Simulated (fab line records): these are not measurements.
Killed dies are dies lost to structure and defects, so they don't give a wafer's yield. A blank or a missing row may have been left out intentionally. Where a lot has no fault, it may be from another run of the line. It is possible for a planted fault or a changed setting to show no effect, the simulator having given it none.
Problem report in the 8D (eight disciplines) form, filled by code + flow gf180mcu + the parts of the form that need people (team, actions taken, sign-off) are left out

1. WHAT WENT WRONG
cathodeDcPowerW at GF_TOP_METAL_SPUTTER_04 reads a mean of 3395.5 W on 2 wafers of 2 lots; wafers without a fault read 6500.0 W with a standard deviation of 1.2. So: -99 or more standard deviations from the usual mean.
The step: material TiN, target thk 25 nm, time 20.8 s.
The first sign was on wafer L883.6 at day 31 04:59, on pvdSputter-01. The record has a number at this step for 18 wafers belonging to 6 lots. The rule behind "out" and "out of limits": a value lying over 4 standard deviations away from the usual mean. The other wafers with a number count as sound.

2. WHAT IT IS, AND WHAT IT ISN'T
| question                    | is                | is not                                                                                |
|-----------------------------|-------------------|---------------------------------------------------------------------------------------|
| which readings at this step | cathodeDcPowerW   | chamberPressurePa, throttleValvePct                                                   |
| which lots                  | L883, L884        | L874, L886, L892, L894                                                                |
| which wafers of those lots  | L883.6, L884.5    | L883.4, L883.5, L884.3, L884.4                                                        |
| read on which tools         | pvdSputter-01     | pvdSputter-02                                                                         |
| when                        | from day 31 04:59 | up to then (5 sound wafers); but 11 sound wafers of L884, L886, L892, L894 came after |

3. THE SUSPECTS, EACH WITH WHAT RULES IT OUT
Counting: a tool at a process step up to the reading stays a suspect if it ran every lot that is out. Sound lots after the first of them don't rule it out here, since some wafers of a struck lot are sound.
- cvdW-02 at GF_V5_CVD_23 (deposits W, target thk 350 nm, time 104.9 s): kept. It ran every lot that is out, first L883 (day 31 04:08).
- cmp-02 at GF_V5_CMP_26 (polishes, stops on SiO2, t overpolish 15 s, target thk 0 nm): kept. It ran every lot that is out, first L883 (day 31 04:32); its last sound lot up to then is L874 (day 28 07:38).
- pvdSputter-01 at GF_TOP_METAL_SPUTTER_00 (material Ti, target thk 37.5 nm, time 150 s): kept. It ran every lot that is out, first L883 (day 31 04:47); its last sound lot up to then is L874 (day 28 07:53).
- pvdSputter-01 at GF_TOP_METAL_SPUTTER_03 (material Ti, target thk 5 nm, time 3.3 s): kept. It ran every lot that is out, first L883 (day 31 04:58); its last sound lot up to then is L874 (day 28 08:03).
- pvdSputter-01 at GF_TOP_METAL_SPUTTER_04 (material TiN, target thk 25 nm, time 20.8 s): kept. It ran every lot that is out, first L883 (day 31 04:59); its last sound lot up to then is L874 (day 28 08:04). On those wafers its own readings are out: cathodeDcPowerW.
Left after counting: cvdW-02 at GF_V5_CVD_23, cmp-02 at GF_V5_CMP_26, pvdSputter-01 at GF_TOP_METAL_SPUTTER_00, pvdSputter-01 at GF_TOP_METAL_SPUTTER_03, pvdSputter-01 at GF_TOP_METAL_SPUTTER_04.

4. THE CAUSE (what the simulator had put in)
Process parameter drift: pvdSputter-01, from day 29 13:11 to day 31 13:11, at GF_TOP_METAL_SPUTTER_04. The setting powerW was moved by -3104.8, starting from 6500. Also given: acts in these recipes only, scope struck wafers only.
After counting, 5 suspects remain, this tool included.

5. SEQUENCE OF EFFECTS, ordered by route
Each row: a reading where the mean over the struck wafers with a number is more than 3 standard deviations away from the usual. Only readings whose record carries a usual standard deviation are examined. hours: median over the lots of the time between each lot's start at the first step of this table that gives one and its start at this step. sigmas: the change, counted in usual standard deviations.
| hours | step                    | reading         | usual    | on struck wafers | change  | sigmas      |
|-------|-------------------------|-----------------|----------|------------------|---------|-------------|
| 0     | GF_TOP_METAL_SPUTTER_04 | cathodeDcPowerW | 6500.0 W | 3395.5           | -3104.5 | -99 or more |
Process steps it contains:
- GF_TOP_METAL_SPUTTER_04: material TiN, target thk 25 nm, time 20.8 s.
At these later measuring or inspecting steps, every struck wafer for which the step has a row has a number for every such reading, and none has moved that far: GF_TOP_METAL_RS_MEAS_05, GF_TOP_METAL_THK_MEAS_06, GF_TOP_METAL_CD_MEAS_14, GF_TOP_METAL_OVL_MEAS_15.

6. HOW IT WOULD HAVE BEEN CAUGHT EARLIER
In this record the first reading out of limits was taken at day 31 04:59, 40 hours after the fault began at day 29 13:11.
